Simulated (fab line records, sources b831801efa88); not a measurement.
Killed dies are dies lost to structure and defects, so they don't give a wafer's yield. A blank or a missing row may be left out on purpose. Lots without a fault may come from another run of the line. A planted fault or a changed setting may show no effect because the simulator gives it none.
Which tool did it? | flow sky130 | 13 lots, 39 wafers sampled, at 4 steps of a route of 708

WHAT THE GAUGES READ, wafer by wafer
SKY_SONOS_ONO_OVL_MEAS_14.
lot  | measured     | on         | SONOS_ONO_OVL (nm)
L568 | day 12 14:13 | overlay-01 | 1.8 -2.0 0.0
L569 | day 12 23:27 | overlay-01 | 0.2 0.8 -0.7
L570 | day 13 02:09 | overlay-02 | -0.8 1.2 0.4
L573 | day 14 06:40 | overlay-02 | -1.0 -2.5 -1.6
L574 | day 14 13:31 | overlay-01 | 1.9 -0.2 0.4
L576 | day 15 14:06 | overlay-01 | 1.1 0.5 -0.9
L577 | day 15 19:37 | overlay-02 | 0.8 -2.1 -1.1
L578 | day 16 00:06 | overlay-01 | 0.6 1.2 2.3
L579 | day 16 04:52 | overlay-02 | 0.9 0.9 1.5
L583 | day 18 02:58 | overlay-01 | 1.5 0.2 0.4
L584 | day 18 04:39 | overlay-01 | 0.9 2.1 -0.5
L586 | day 18 14:43 | overlay-01 | -0.2 -2.0 -1.2
L591 | day 20 13:07 | overlay-02 | 1.9 -1.5 0.2

SKY_POLY_GATE_OVL_MEAS_14.
lot  | measured     | on         | POLY_GATE_OVL (nm)
L568 | day 16 06:02 | overlay-01 | -6 0 -2
L569 | day 16 15:30 | overlay-02 | -4 0 3
L570 | day 16 19:39 | overlay-02 | -1 0 2
L573 | day 18 05:52 | overlay-02 | 0 7 -8
L574 | day 18 08:53 | overlay-02 | -2 -1 5
L576 | day 19 18:30 | overlay-01 | -1 -2 -5
L577 | day 19 23:47 | overlay-02 | -1 0 -3
L578 | day 20 05:10 | overlay-02 | 14 5 4
L579 | day 20 09:08 | overlay-01 | 0 0 0
L583 | day 22 05:05 | overlay-02 | -4 0 -2
L584 | day 22 08:32 | overlay-02 | -8 -4 -15
L586 | day 22 20:08 | overlay-02 | -7 -14 -10
L591 | day 24 14:22 | overlay-02 | 6 0 9

WHICH TOOL RAN EACH LOT (tool, then ch and the chambers of the sampled wafers, then the start)
lot  | SKY_FIELD_ISO_ETCH_14             | SKY_VT_ADJUST_NCORE_STRIP_10
L568 | rie_diel-01 ch 1,2, day 2 05:59   | plasma_asher-04 ch 0,1, day 8 13:12
L569 | rie_diel-02 ch 0,1, day 2 12:00   | plasma_asher-01 ch 0,1, day 8 21:59
L570 | rie_diel-03 ch 1,2,3, day 2 15:14 | plasma_asher-04 ch 0,1, day 9 00:33
L573 | rie_diel-01 ch 0,3, day 3 07:23   | plasma_asher-01 ch 0,1, day 10 01:00
L574 | rie_diel-03 ch 1,2, day 3 11:40   | plasma_asher-01 ch 0,1, day 10 05:57
L576 | rie_diel-01 ch 0,1,3, day 3 21:58 | plasma_asher-04 ch 1, day 11 01:06
L577 | rie_diel-03 ch 1,2, day 4 03:42   | plasma_asher-03 ch 0, day 11 08:06
L578 | rie_diel-02 ch 1,2,3, day 4 07:59 | plasma_asher-04 ch 0,1, day 11 09:20
L579 | rie_diel-03 ch 0,2, day 4 12:30   | plasma_asher-04 ch 0,1, day 11 16:06
L583 | rie_diel-03 ch 1,2,3, day 5 12:04 | plasma_asher-03 ch 0,1, day 13 01:42
L584 | rie_diel-03 ch 2,3, day 5 15:33   | plasma_asher-01 ch 0,1, day 13 07:24
L586 | rie_diel-03 ch 0,2,3, day 6 01:45 | plasma_asher-01 ch 0,1, day 13 17:05
L591 | rie_diel-02 ch 0,2,3, day 7 06:44 | plasma_asher-01 ch 0,1, day 15 10:35
- SKY_FIELD_ISO_ETCH_14: etches BARC in N2/H2, stops on SiO2, time 45.9 s, target depth 60 nm.
- SKY_VT_ADJUST_NCORE_STRIP_10: strips in O2/N2.

WHAT THE TOOLS THEMSELVES READ (means of the sampled wafers that have a number; where no wafer has one, the mark that the record gives instead)
SKY_FIELD_ISO_ETCH_14.
lot  | tool        | drypump_motor_current_A (A) | oes_product_au (a.u.) | rf_fwd_power_W (W) | throttle_valve_pct (%)
L568 | rie_diel-01 | 5.7                         | 0.852                 | 494.8              | 13.224
L569 | rie_diel-02 | 5.4                         | 0.856                 | 492.4              | 13.223
L570 | rie_diel-03 | 6.3                         | 0.860                 | 495.5              | 13.230
L573 | rie_diel-01 | 5.2                         | 0.861                 | 495.1              | 13.230
L574 | rie_diel-03 | 6.4                         | 0.851                 | 497.2              | 13.233
L576 | rie_diel-01 | 5.7                         | 0.853                 | 495.1              | 13.227
L577 | rie_diel-03 | 6.4                         | 0.852                 | 496.8              | 13.223
L578 | rie_diel-02 | 5.8                         | 0.852                 | 494.1              | 13.221
L579 | rie_diel-03 | 5.7                         | 0.857                 | 496.1              | 13.235
L583 | rie_diel-03 | 6.4                         | 0.854                 | 469.5              | 13.224
L584 | rie_diel-03 | 6.4                         | 0.852                 | 469.3              | 13.227
L586 | rie_diel-03 | 6.0                         | 0.852                 | 467.9              | 13.220
L591 | rie_diel-02 | 5.5                         | 0.860                 | 495.1              | 13.230

SKY_VT_ADJUST_NCORE_STRIP_10.
lot  | tool            | drypump_motor_current_A (A) | oes_product_au (a.u.) | strip_time_to_endpoint_s (s)
L568 | plasma_asher-04 | 6.0                         | 0.715                 | 14.21
L569 | plasma_asher-01 | 5.4                         | 0.712                 | 14.10
L570 | plasma_asher-04 | 6.0                         | 0.715                 | 14.21
L573 | plasma_asher-01 | 5.3                         | 0.717                 | 14.12
L574 | plasma_asher-01 | 5.6                         | 0.713                 | 14.18
L576 | plasma_asher-04 | 5.9                         | 0.716                 | 14.20
L577 | plasma_asher-03 | 5.6                         | 0.714                 | 14.15
L578 | plasma_asher-04 | 6.0                         | 0.715                 | 14.12
L579 | plasma_asher-04 | 6.0                         | 0.714                 | 14.15
L583 | plasma_asher-03 | 5.9                         | 0.717                 | 14.19
L584 | plasma_asher-01 | 5.6                         | 0.714                 | 14.27
L586 | plasma_asher-01 | 5.6                         | 0.716                 | 14.11
L591 | plasma_asher-01 | 5.4                         | 0.717                 | 14.19

THE ANSWER, worked out from the rows above alone
Rule: what is usual is taken from the lots themselves. Put in order of their means at a reading, lots are off if they are a third of the lots or fewer, leave a main group of 4 or more, and stand apart from it by a gap of 3 or more times the standard deviation of the main group's means; of several such gaps the widest counts. A main group whose means are all the same, to the digits that the tables above print for the reading, isn't used. A lot without any number at a reading at which 4 lots or more have one is off too. The other lots that the step has rows for count as sound. The gauges are gone through in route order, then the tools' own readings, and for those a lot's mean is taken as printed above. The first step at which some lot is off is used, and at that step the reading that is off furthest; a lot without a number counts as furthest.
Off: L583, L584, L586, at SKY_FIELD_ISO_ETCH_14 (rf_fwd_power_W). The main group: mean 495.2 W, standard deviation 1.3.
A tool fits if, at that step or a process step before it, it ran every lot that is off, and no sound lot after the first of them. One fits: rie_diel-03 at SKY_FIELD_ISO_ETCH_14. Its last sound lot is L579 (day 4 12:30), its first lot that is off L583 (day 5 12:04): a fault that began between those two fits.
The tool's own readings at SKY_FIELD_ISO_ETCH_14 bear it out: on the lots that are off they differ by more than 5 times the standard deviation of the sound lots' means. rf_fwd_power_W reads 468.9 W there against 495.2 W on the sound lots.

WHAT THE SIMULATOR HAD PUT IN
Process parameter drift: rie_diel-03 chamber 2, from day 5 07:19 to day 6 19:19, at SKY_FIELD_ISO_ETCH_14. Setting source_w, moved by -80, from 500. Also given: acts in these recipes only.
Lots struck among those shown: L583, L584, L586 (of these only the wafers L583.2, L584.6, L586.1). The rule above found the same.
